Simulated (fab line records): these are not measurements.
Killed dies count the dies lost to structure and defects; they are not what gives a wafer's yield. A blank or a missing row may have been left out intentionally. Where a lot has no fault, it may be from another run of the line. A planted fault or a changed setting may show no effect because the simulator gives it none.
What tool caused it? :: flow sky130 :: 36 wafers from 12 lots sampled at 5 of the route's 708 steps

## WHAT THE GAUGES SHOWED, per wafer
SKY_LDD_LDN_TW_MEAS_13. Usual: for LDD_LDN_TW the level is 1487 and the standard deviation is 7.5.
lot: L826
measured: day 23 18:01
on: film-metro-02
LDD_LDN_TW: 1472 1475 1474
flag: 

lot: L825
measured: day 24 00:27
on: film-metro-02
LDD_LDN_TW: 1484 1485 1483
flag: 

lot: L827
measured: day 24 07:43
on: film-metro-02
LDD_LDN_TW: 1476 1487 1493
flag: 

lot: L828
measured: day 24 16:46
on: film-metro-02
LDD_LDN_TW: 1491 1476 1482
flag: 

lot: L833
measured: day 31 09:22
on: film-metro-02
LDD_LDN_TW: 1490 1489 1491
flag: 

lot: L840
measured: day 31 10:37
on: film-metro-01
LDD_LDN_TW: 1483 1487 1485
flag: 

lot: L832
measured: day 31 11:56
on: film-metro-01
LDD_LDN_TW: 1484 1485 1474
flag: 

lot: L838
measured: day 31 13:48
on: film-metro-02
LDD_LDN_TW: 1485 1489 1495
flag: 

lot: L841
measured: day 31 14:23
on: film-metro-02
LDD_LDN_TW: 1496 1493 1489
flag: 

lot: L843
measured: day 31 15:14
on: film-metro-02
LDD_LDN_TW: 1484 1496 1485
flag: 

lot: L844
measured: day 31 15:19
on: film-metro-01
LDD_LDN_TW: 1488 1480 1491
flag: 

lot: L839
measured: day 31 18:47
on: film-metro-01
LDD_LDN_TW: 1486 1488 1488
flag: 

SKY_SD_N_CD_MEAS_07 targets a cd of 380 nm. Usual: cd-nm reads 380.3 nm (standard deviation 2.7).
lot: L826
measured: day 29 03:44
on: cd-sem-02
cd-nm (nm): 383.6 382.9 382.7
flag: 

lot: L825
measured: day 29 04:41
on: cd-sem-01
cd-nm (nm): - - -
flag: OFF

lot: L827
measured: day 29 05:14
on: cd-sem-01
cd-nm (nm): - - -
flag: OFF

lot: L828
measured: day 29 11:08
on: cd-sem-01
cd-nm (nm): - - -
flag: OFF

lot: L833
measured: day 35 19:35
on: cd-sem-02
cd-nm (nm): 374.1 375.1 377.8
flag: 

lot: L840
measured: day 35 21:17
on: cd-sem-02
cd-nm (nm): 383.1 382.1 380.4
flag: 

lot: L832
measured: day 35 23:19
on: cd-sem-01
cd-nm (nm): 381.4 380.2 379.9
flag: 

lot: L838
measured: day 36 00:33
on: cd-sem-02
cd-nm (nm): 381.5 378.1 380.1
flag: 

lot: L841
measured: day 36 01:54
on: cd-sem-02
cd-nm (nm): 379.0 378.8 377.6
flag: 

lot: L843
measured: day 36 02:48
on: cd-sem-02
cd-nm (nm): 375.0 375.9 374.3
flag: 

lot: L844
measured: day 36 02:59
on: cd-sem-02
cd-nm (nm): 379.9 382.2 379.3
flag: 

lot: L839
measured: day 36 06:10
on: cd-sem-02
cd-nm (nm): 382.0 379.7 379.5
flag: 

## WHAT TOOL EACH LOT RAN ON (gives the tool, then ch and the chambers of the sampled wafers, and finally the start)
lot: L826
SKY_LDD_LDN_STRIP_12: plasma-asher-03 ch 0,1, day 23 17:55
SKY_POLY_CUT_ETCH_11: rie-diel-01 ch 0,2, day 25 13:59
SKY_SD_N_COAT_02: litho-track-02 ch 0, day 28 12:14

lot: L825
SKY_LDD_LDN_STRIP_12: plasma-asher-03 ch 0,1, day 24 00:21
SKY_POLY_CUT_ETCH_11: rie-diel-01 ch 0,2,3, day 25 14:22
SKY_SD_N_COAT_02: litho-track-01, day 28 13:49

lot: L827
SKY_LDD_LDN_STRIP_12: plasma-asher-04 ch 0,1, day 24 07:37
SKY_POLY_CUT_ETCH_11: rie-diel-03 ch 1,3, day 25 15:23
SKY_SD_N_COAT_02: litho-track-02, day 28 14:38

lot: L828
SKY_LDD_LDN_STRIP_12: plasma-asher-04 ch 0,1, day 24 16:40
SKY_POLY_CUT_ETCH_11: rie-diel-01 ch 1,2, day 25 22:32
SKY_SD_N_COAT_02: litho-track-01, day 28 22:14

lot: L833
SKY_LDD_LDN_STRIP_12: plasma-asher-04 ch 0,1, day 31 09:16
SKY_POLY_CUT_ETCH_11: rie-diel-04 ch 1,2,3, day 32 15:41
SKY_SD_N_COAT_02: litho-track-03 ch 0, day 35 07:08

lot: L840
SKY_LDD_LDN_STRIP_12: plasma-asher-03 ch 0,1, day 31 10:31
SKY_POLY_CUT_ETCH_11: rie-diel-04 ch 0,3, day 32 16:23
SKY_SD_N_COAT_02: litho-track-01 ch 0, day 35 08:11

lot: L832
SKY_LDD_LDN_STRIP_12: plasma-asher-03 ch 0,1, day 31 11:49
SKY_POLY_CUT_ETCH_11: rie-diel-03 ch 1,2,3, day 32 17:17
SKY_SD_N_COAT_02: litho-track-02 ch 0, day 35 09:28

lot: L838
SKY_LDD_LDN_STRIP_12: plasma-asher-01 ch 0,1, day 31 13:42
SKY_POLY_CUT_ETCH_11: rie-diel-01 ch 0,1,2, day 32 19:11
SKY_SD_N_COAT_02: litho-track-02 ch 0, day 35 10:46

lot: L841
SKY_LDD_LDN_STRIP_12: plasma-asher-01 ch 0,1, day 31 14:16
SKY_POLY_CUT_ETCH_11: rie-diel-01 ch 2,3, day 32 19:47
SKY_SD_N_COAT_02: litho-track-01 ch 0, day 35 12:01

lot: L843
SKY_LDD_LDN_STRIP_12: plasma-asher-01 ch 0, day 31 15:04
SKY_POLY_CUT_ETCH_11: rie-diel-04 ch 0,1,2, day 32 20:11
SKY_SD_N_COAT_02: litho-track-03 ch 0, day 35 12:31

lot: L844
SKY_LDD_LDN_STRIP_12: plasma-asher-03 ch 0,1, day 31 15:13
SKY_POLY_CUT_ETCH_11: rie-diel-01 ch 2,3, day 32 20:32
SKY_SD_N_COAT_02: litho-track-01 ch 0, day 35 12:53

lot: L839
SKY_LDD_LDN_STRIP_12: plasma-asher-01 ch 0,1, day 31 18:43
SKY_POLY_CUT_ETCH_11: rie-diel-03 ch 2,3, day 32 23:41
SKY_SD_N_COAT_02: litho-track-02 ch 0, day 35 17:08
- SKY_LDD_LDN_STRIP_12: strips in O2/N2.
- SKY_POLY_CUT_ETCH_11: etches Si3N4 in CF4/CH2F2/Ar, stops on poly-Si, time 42.5 s, target depth 60 nm.
- SKY_SD_N_COAT_02: resist thk 1140 nm.

## WHAT THE TOOLS THEMSELVES READ (means of the sampled wafers that have a number; where no wafer has one, the mark that the record gives instead)
SKY_LDD_LDN_STRIP_12. Usual: drypump-motor-current-A 5.6 A, standard deviation 0.43; n2-flow-sccm 300.1 sccm, standard deviation 0.87; oes-product-au 0.716 a.u., standard deviation 0.0045; strip-time-to-endpoint-s 14.19 s, standard deviation 0.046.
lot: L826
tool: plasma-asher-03
drypump-motor-current-A (A): 5.6
n2-flow-sccm (sccm): 300.5
oes-product-au (a.u.): 0.712
strip-time-to-endpoint-s (s): 14.18
flag: 

lot: L825
tool: plasma-asher-03
drypump-motor-current-A (A): 5.6
n2-flow-sccm (sccm): 300.3
oes-product-au (a.u.): 0.717
strip-time-to-endpoint-s (s): 14.19
flag: 

lot: L827
tool: plasma-asher-04
drypump-motor-current-A (A): 5.7
n2-flow-sccm (sccm): 301.1
oes-product-au (a.u.): 0.712
strip-time-to-endpoint-s (s): 14.27
flag: 

lot: L828
tool: plasma-asher-04
drypump-motor-current-A (A): 5.7
n2-flow-sccm (sccm): 300.1
oes-product-au (a.u.): 0.716
strip-time-to-endpoint-s (s): 14.16
flag: 

lot: L833
tool: plasma-asher-04
drypump-motor-current-A (A): 5.7
n2-flow-sccm (sccm): 299.8
oes-product-au (a.u.): 0.717
strip-time-to-endpoint-s (s): 14.21
flag: 

lot: L840
tool: plasma-asher-03
drypump-motor-current-A (A): 5.6
n2-flow-sccm (sccm): 300.4
oes-product-au (a.u.): 0.717
strip-time-to-endpoint-s (s): 14.19
flag: 

lot: L832
tool: plasma-asher-03
drypump-motor-current-A (A): 5.6
n2-flow-sccm (sccm): 299.7
oes-product-au (a.u.): 0.716
strip-time-to-endpoint-s (s): 14.16
flag: 

lot: L838
tool: plasma-asher-01
drypump-motor-current-A (A): 5.5
n2-flow-sccm (sccm): 300.9
oes-product-au (a.u.): 0.712
strip-time-to-endpoint-s (s): 14.12
flag: 

lot: L841
tool: plasma-asher-01
drypump-motor-current-A (A): 5.5
n2-flow-sccm (sccm): 299.7
oes-product-au (a.u.): 0.717
strip-time-to-endpoint-s (s): 14.25
flag: 

lot: L843
tool: plasma-asher-01
drypump-motor-current-A (A): 4.7
n2-flow-sccm (sccm): 299.5
oes-product-au (a.u.): 0.716
strip-time-to-endpoint-s (s): 14.13
flag: 

lot: L844
tool: plasma-asher-03
drypump-motor-current-A (A): 5.6
n2-flow-sccm (sccm): 300.9
oes-product-au (a.u.): 0.715
strip-time-to-endpoint-s (s): 14.15
flag: 

lot: L839
tool: plasma-asher-01
drypump-motor-current-A (A): 5.1
n2-flow-sccm (sccm): 299.7
oes-product-au (a.u.): 0.716
strip-time-to-endpoint-s (s): 14.21
flag: 

SKY_POLY_CUT_ETCH_11. Usual: drypump-motor-current-A 5.8 A, standard deviation 0.43; oes-product-au 0.829 a.u., standard deviation 0.0061; rf-fwd-power-W 594.1 W, standard deviation 2.6; throttle-valve-pct 14.993 %, standard deviation 0.0092.
lot: L826
tool: rie-diel-01
drypump-motor-current-A (A): 6.4
oes-product-au (a.u.): 0.829
rf-fwd-power-W (W): 593.9
throttle-valve-pct (%): 14.990
flag: 

lot: L825
tool: rie-diel-01
drypump-motor-current-A (A): 6.1
oes-product-au (a.u.): 0.830
rf-fwd-power-W (W): 594.1
throttle-valve-pct (%): 14.992
flag: 

lot: L827
tool: rie-diel-03
drypump-motor-current-A (A): 5.4
oes-product-au (a.u.): 0.815
rf-fwd-power-W (W): 594.6
throttle-valve-pct (%): 14.995
flag: 

lot: L828
tool: rie-diel-01
drypump-motor-current-A (A): 6.2
oes-product-au (a.u.): 0.831
rf-fwd-power-W (W): 594.9
throttle-valve-pct (%): 14.998
flag: 

lot: L833
tool: rie-diel-04
drypump-motor-current-A (A): 5.8
oes-product-au (a.u.): 0.828
rf-fwd-power-W (W): 593.9
throttle-valve-pct (%): 14.990
flag: 

lot: L840
tool: rie-diel-04
drypump-motor-current-A (A): 5.7
oes-product-au (a.u.): 0.832
rf-fwd-power-W (W): 595.0
throttle-valve-pct (%): 14.995
flag: 

lot: L832
tool: rie-diel-03
drypump-motor-current-A (A): 5.4
oes-product-au (a.u.): 0.826
rf-fwd-power-W (W): 595.7
throttle-valve-pct (%): 14.993
flag: 

lot: L838
tool: rie-diel-01
drypump-motor-current-A (A): 6.1
oes-product-au (a.u.): 0.831
rf-fwd-power-W (W): 592.6
throttle-valve-pct (%): 14.993
flag: 

lot: L841
tool: rie-diel-01
drypump-motor-current-A (A): 6.1
oes-product-au (a.u.): 0.828
rf-fwd-power-W (W): 596.7
throttle-valve-pct (%): 14.988
flag: 

lot: L843
tool: rie-diel-04
drypump-motor-current-A (A): 5.7
oes-product-au (a.u.): 0.833
rf-fwd-power-W (W): 591.6
throttle-valve-pct (%): 14.988
flag: 

lot: L844
tool: rie-diel-01
drypump-motor-current-A (A): 5.8
oes-product-au (a.u.): 0.831
rf-fwd-power-W (W): 593.8
throttle-valve-pct (%): 14.998
flag: 

lot: L839
tool: rie-diel-03
drypump-motor-current-A (A): 5.8
oes-product-au (a.u.): 0.834
rf-fwd-power-W (W): 596.4
throttle-valve-pct (%): 14.997
flag: 

SKY_SD_N_COAT_02. Usual: chill-plate-temp-C 23.00 C, standard deviation 0.11; dispense-pressure-kPa 46.8 kPa, standard deviation 1.8.
lot: L826
tool: litho-track-02
chill-plate-temp-C (C): 23.08
dispense-pressure-kPa (kPa): 45.4
flag: 

lot: L825
tool: litho-track-01
chill-plate-temp-C (C): -
dispense-pressure-kPa (kPa): -
flag: OFF

lot: L827
tool: litho-track-02
chill-plate-temp-C (C): -
dispense-pressure-kPa (kPa): -
flag: OFF

lot: L828
tool: litho-track-01
chill-plate-temp-C (C): -
dispense-pressure-kPa (kPa): -
flag: OFF

lot: L833
tool: litho-track-03
chill-plate-temp-C (C): 22.84
dispense-pressure-kPa (kPa): 46.0
flag: 

lot: L840
tool: litho-track-01
chill-plate-temp-C (C): 23.14
dispense-pressure-kPa (kPa): 49.2
flag: 

lot: L832
tool: litho-track-02
chill-plate-temp-C (C): 22.76
dispense-pressure-kPa (kPa): 45.4
flag: 

lot: L838
tool: litho-track-02
chill-plate-temp-C (C): 22.92
dispense-pressure-kPa (kPa): 45.4
flag: 

lot: L841
tool: litho-track-01
chill-plate-temp-C (C): 22.88
dispense-pressure-kPa (kPa): 49.3
flag: 

lot: L843
tool: litho-track-03
chill-plate-temp-C (C): 23.03
dispense-pressure-kPa (kPa): 45.9
flag: 

lot: L844
tool: litho-track-01
chill-plate-temp-C (C): 22.96
dispense-pressure-kPa (kPa): 49.2
flag: 

lot: L839
tool: litho-track-02
chill-plate-temp-C (C): 23.08
dispense-pressure-kPa (kPa): 45.4
flag: 

## THE ANSWER, worked out from the rows above alone
Rule: lot off if the mean of its wafers having a number is beyond 3 standard deviations from the usual mean. Also off: a lot with no number at a reading for which 4 or more lots have one. The other lots that the step has rows for count as sound. After the gauges, taken in route order, come the tools' own readings; for these a lot's mean is taken, as printed above. The first step at which some lot is off is used, and at that step the reading that is off furthest; a lot without a number counts as furthest.
Off at SKY_SD_N_CD_MEAS_07 (cd-nm): L825, L827, L828. Without a number there: L825, L827, L828.
A tool fits if, at a process step before that reading, it ran every lot that is off, and no sound lot after the first of them. The gauges at SKY_SD_N_CD_MEAS_07 aren't tried: what is off there is off at SKY_SD_N_COAT_02 too, on other tools, and a gauge's error can't cause that. Not one of the candidates tried fits.

## WHAT WAS PUT IN BY THE SIMULATOR
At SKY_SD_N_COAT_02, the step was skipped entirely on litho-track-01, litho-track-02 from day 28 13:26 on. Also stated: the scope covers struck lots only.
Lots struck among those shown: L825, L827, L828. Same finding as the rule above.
